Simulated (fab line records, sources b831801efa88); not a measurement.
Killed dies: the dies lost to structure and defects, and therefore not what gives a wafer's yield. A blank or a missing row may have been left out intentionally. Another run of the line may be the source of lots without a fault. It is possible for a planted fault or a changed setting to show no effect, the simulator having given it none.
The tool behind it: which one? / flow sky130 / Sampling: 7 lots, 21 wafers, 2 of 708 route steps

## WHAT THE GAUGES READ, wafer by wafer
SKY_VIA4_THK_MEAS_20: measures by xrf.
lot=L942; measured=day 43 18:36; on=film metro-01; VIA4_W_THK (nm)=486 498 493
lot=L944; measured=day 44 03:37; on=film metro-03; VIA4_W_THK (nm)=491 498 485
lot=L946; measured=day 44 14:53; on=film metro-04; VIA4_W_THK (nm)=494 492 501
lot=L948; measured=day 44 23:44; on=film metro-03; VIA4_W_THK (nm)=484 496 481
lot=L953; measured=day 46 10:08; on=film metro-04; VIA4_W_THK (nm)=509 493 506
lot=L955; measured=day 47 01:55; on=film metro-01; VIA4_W_THK (nm)=494 487 488
lot=L962; measured=day 48 12:17; on=film metro-01; VIA4_W_THK (nm)=505 498 499

## WHAT TOOL EACH LOT RAN ON (gives the tool, then ch and the chambers of the sampled wafers, and finally the start)
lot=L942; SKY_METAL4_ETCH_16=rie metal-04 ch 0,1, day 42 16:50
lot=L944; SKY_METAL4_ETCH_16=rie metal-03 ch 0,1, day 43 02:59
lot=L946; SKY_METAL4_ETCH_16=rie metal-04 ch 0,1, day 43 14:49
lot=L948; SKY_METAL4_ETCH_16=rie metal-03 ch 0,1, day 43 22:58
lot=L953; SKY_METAL4_ETCH_16=rie metal-03 ch 0,1, day 45 11:01
lot=L955; SKY_METAL4_ETCH_16=rie metal-02 ch 0,1, day 46 03:04
lot=L962; SKY_METAL4_ETCH_16=rie metal-04 ch 0,1, day 47 14:43
- SKY_METAL4_ETCH_16: etches BARC in N2/H2, stops on SiO2, time 88.2 s, target depth 60 nm.

## THE ANSWER, worked out from the rows above alone
Rule: the lots themselves supply what counts as usual. The widest of any qualifying gaps counts: lots, ordered by their means at a reading, are off when they make up no more than a third of the lots, leave a main group of 4 or more, and stand apart from it by 3 or more times the standard deviation of that group's means. Not used: any main group whose means are identical at the precision the tables above print for the reading. A lot without any number at a reading at which 4 lots or more have one is off too. The other lots that the step has rows for count as sound.
Nothing can be told from this: no lot is off at any reading shown.

## WHAT HAD BEEN PUT IN BY THE SIMULATOR
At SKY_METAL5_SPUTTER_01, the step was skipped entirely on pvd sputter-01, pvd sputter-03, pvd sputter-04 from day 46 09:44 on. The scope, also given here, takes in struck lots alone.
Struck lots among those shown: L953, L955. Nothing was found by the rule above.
